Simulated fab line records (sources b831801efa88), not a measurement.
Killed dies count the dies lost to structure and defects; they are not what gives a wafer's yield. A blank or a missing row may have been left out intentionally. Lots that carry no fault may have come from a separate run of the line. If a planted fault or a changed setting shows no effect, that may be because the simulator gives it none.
Matching of chambers	flow gf180mcu	cmp-01 running GF_V3_CMP_26: 4 sister chambers
The step polishes, stops on SiO2, t overpolish 15.98 s, target thk 0 nm. 4 wafers are shown with their chamber, then 12 later ones without.

== WAFERS PAIRED WITH THEIR CHAMBERS ==
wafer	chamber	motor-current-A (A)
L090.3	0	9.8
L091.1	3	9.6
L091.5	1	10.8
L091.6	2	10.3

== WAFERS WHOSE CHAMBER IS MISSING ==
wafer	motor-current-A (A)
L092.1	8.6
L092.2	10.3
L092.5	9.5
L094.1	11.0
L094.2	10.1
L094.3	10.6
L095.1	9.7
L095.3	10.9
L095.4	10.3
L096.1	9.6
L096.2	10.1
L096.4	9.4

== THE CHAMBER EACH PASSED THROUGH ==
wafer	from the rows above	in truth
L092.1	can't be placed: 3 or 0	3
L092.2	can't be placed: 2 or 0 or 1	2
L092.5	can't be placed: 3 or 0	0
L094.1	can't be placed: 1 or 2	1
L094.2	can't be placed: 2 or 0 or 3 or 1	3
L094.3	can't be placed: 1 or 2 or 0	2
L095.1	can't be placed: 3 or 0 or 2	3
L095.3	can't be placed: 1 or 2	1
L095.4	can't be placed: 2 or 0 or 1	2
L096.1	can't be placed: 3 or 0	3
L096.2	can't be placed: 2 or 0 or 3 or 1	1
L096.4	can't be placed: 3 or 0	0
Correct placement for 0 of the 12. Can't be placed from these rows: 12 (the true chamber is among the candidates in 12). Placed wrongly: 0.
How it was worked out, from the rows above alone: a wafer's distance from a chamber is the root of the sum, over the readings, of the square of ((its reading less the chamber's mean) divided by the reading's scatter). The wafer belongs to the nearest chamber; if the next one is less than 2 further off, it can't be placed. The mean given for a chamber averages the wafers shown for that chamber. The scatter: with one shown wafer a chamber, the root of the mean of the squares of how far each hidden wafer lies from its nearest shown one.
